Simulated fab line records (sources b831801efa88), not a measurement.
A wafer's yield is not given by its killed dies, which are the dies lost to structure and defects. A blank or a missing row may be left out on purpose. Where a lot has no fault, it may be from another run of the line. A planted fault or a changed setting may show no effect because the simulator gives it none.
One fault seen from 2 desks / flow sky130 / each desk holds nothing but its own numbers, with what lay behind them at the end

AT THE METROLOGY DESK
What the gauges read, lot by lot, whatever tool the lot ran on: means of the sampled wafers that have a number. If a lot's mean is further than 4 standard deviations from the usual mean, the lot is out of limits and carries the mark OUT (the distance appears in the brackets).
Columns: A = CONTACT_BOW at SKY_CONTACT_BOW_MEAS_05, usual 80 um; B = VIA1_W_RS at SKY_VIA1_RS_MEAS_22, usual 0.426 ohm/sq; C = VIA1_W_THK at SKY_VIA1_THK_MEAS_23, usual 279 nm
lot=L296; first seen here=day 31 15:51; A=80; B=0.424; C=280
lot=L298; first seen here=day 31 19:00; A=78; B=0.432; C=278
lot=L302; first seen here=day 32 21:22; A=78; B=0.421; C=287
lot=L303; first seen here=day 32 21:41; A=83; B=0.430; C=280
lot=L304; first seen here=day 33 04:06; A=88; B=0.429; C=274
lot=L308; first seen here=day 34 09:31; A=78; B=0.429; C=278
lot=L309; first seen here=day 34 10:10; A=77; B=0.327 (-19) OUT; C=365 (+21) OUT
lot=L310; first seen here=day 34 17:37; A=84; B=0.331 (-19) OUT; C=364 (+21) OUT
lot=L311; first seen here=day 35 01:19; A=75; B=0.428; C=276
lot=L313; first seen here=day 35 22:44; A=82; B=0.426; C=278
lot=L316; first seen here=day 36 23:14; A=71; B=0.423; C=278
Finding of this desk: L309, L310 out of limits, first seen on L309 at day 37 20:59 (VIA1_W_RS at SKY_VIA1_RS_MEAS_22). L296, L298, L302, L303, L304, L308, L311, L313, L316 stayed within limits.

DESK OF THE TOOL OWNER: cvd_w-01
The tool's own readings at SKY_VIA1_CVD_21 (deposits W, target thk 270 nm, time 80.902 s): means of the sampled wafers that have a number, for each lot that ran on this tool. If a lot's mean is further than 4 standard deviations from the usual mean, the lot is out of limits and carries the mark OUT (the distance appears in the brackets).
Columns: A = chamber_pressure_Torr at SKY_VIA1_CVD_21, usual 40.01 Torr; B = heater_power_w at SKY_VIA1_CVD_21, usual 874 W
lot=L296; first seen here=day 35 03:59; A=40.06; B=890
lot=L302; first seen here=day 36 07:18; A=40.06; B=899
lot=L309; first seen here=day 37 20:54; A=65.78 (+99 or more) OUT; B=898
lot=L310; first seen here=day 38 03:28; A=65.76 (+99 or more) OUT; B=882
Finding of this desk: L309, L310 out of limits; the first was L309 at day 37 20:54, on chamber_pressure_Torr at SKY_VIA1_CVD_21. L296, L302 stayed within limits.

PUT TOGETHER
On L309, L310, at day 37 20:54, an alarm was possible from the tool owner's desk.
The metrology desk could have raised an alarm at day 37 20:59, on L309, L310.
On cvd_w-01, each named lot ran SKY_VIA1_CVD_21.

WHAT WAS PUT IN BY THE SIMULATOR
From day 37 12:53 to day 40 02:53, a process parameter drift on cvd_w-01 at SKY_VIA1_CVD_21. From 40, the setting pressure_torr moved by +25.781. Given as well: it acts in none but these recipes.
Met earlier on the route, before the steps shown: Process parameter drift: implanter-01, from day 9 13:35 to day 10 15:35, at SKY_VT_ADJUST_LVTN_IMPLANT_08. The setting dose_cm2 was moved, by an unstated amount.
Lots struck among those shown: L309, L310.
Fault start to first reading out of limits, in hours, per desk: tool owner, 8; metrology, 8.
